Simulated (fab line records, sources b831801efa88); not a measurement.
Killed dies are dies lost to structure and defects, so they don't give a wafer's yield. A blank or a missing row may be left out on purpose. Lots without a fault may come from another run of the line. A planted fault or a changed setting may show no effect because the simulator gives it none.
One fault seen from 2 desks | flow gf180mcu | each desk has only its own numbers; what lay behind them comes last

THE TOOL OWNER'S DESK: implanter-04
The tool's own readings at GF_NWELL_IMPLANT_08: means of the sampled wafers that have a number, for each lot that ran on this tool. A lot is out of limits, marked OUT, if its mean lies more than 4 standard deviations from the usual mean; the brackets give that distance.
Columns: A = beam_energy_keV at GF_NWELL_IMPLANT_08, usual 450.00
lot  | first seen here | A
L219 | day 3 12:29     | 450.04
L223 | day 4 11:07     | 450.03
L224 | day 4 19:02     | 449.83
L225 | day 4 23:29     | 450.08
L228 | day 5 14:46     | 449.95
L229 | day 5 20:07     | 449.95
L232 | day 6 12:02     | 449.82
L234 | day 7 00:17     | 467.60 (+99 or more) OUT
L237 | day 7 15:13     | 467.56 (+99 or more) OUT
This desk's finding: out of limits on L234, L237; first on L234, day 7 00:17 (beam_energy_keV at GF_NWELL_IMPLANT_08). In limits: L219, L223, L224, L225, L228, L229, L232.

THE METROLOGY DESK
What the gauges read, lot by lot, whatever tool the lot ran on: means of the sampled wafers that have a number. A lot is out of limits, marked OUT, if its mean lies more than 4 standard deviations from the usual mean; the brackets give that distance.
Columns: A = STI_CVD_23_THK at GF_STI_THK_MEAS_24, usual 650 nm; B = VT_IMPLANT_3_TW at GF_VT_IMPLANT_TW_MEAS_32, usual 271.8; C = NWELL_RS at GF_VT_IMPLANT_RS_MEAS_47, usual 487.8 ohm/sq
lot  | first seen here | A   | B     | C
L218 | day 2 02:59     | 662 | 272.2 | 487.5
L219 | day 2 08:19     | 650 | 272.9 | 487.5
L221 | day 2 20:32     | 660 | 272.1 | 487.5
L222 | day 3 02:29     | 653 | 271.8 | 487.1
L223 | day 3 06:03     | 664 | 270.4 | 487.9
L224 | day 3 11:17     | 659 | 271.1 | 488.2
L225 | day 3 16:33     | 660 | 273.7 | 487.4
L228 | day 4 07:39     | 648 | 272.8 | 486.0
L229 | day 4 12:26     | 660 | 271.7 | 487.9
L232 | day 5 03:17     | 651 | 271.9 | 486.6
L234 | day 5 15:10     | 647 | 270.5 | 483.6
L237 | day 6 04:49     | 660 | 274.4 | 485.7
L240 | day 6 21:08     | 649 | 272.8 | 488.4
This desk's finding: nothing out of limits on any of the 13 lots.

PUT TOGETHER
The tool owner's desk could have raised an alarm at day 7 00:17, on L234, L237.
The metrology desk saw nothing out of limits.
The metrology desk has L234, L237 on record, within its limits.
Of the lots named, all ran GF_NWELL_IMPLANT_08 on implanter-04.

WHAT THE SIMULATOR HAD PUT IN
Process parameter drift: implanter-04, from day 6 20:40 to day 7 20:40, at GF_NWELL_IMPLANT_08. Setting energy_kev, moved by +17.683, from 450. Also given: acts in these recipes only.
Lots struck among those shown: L234, L237.
Hours from the fault's start to each desk's first reading out of limits: the tool owner's desk, 4.
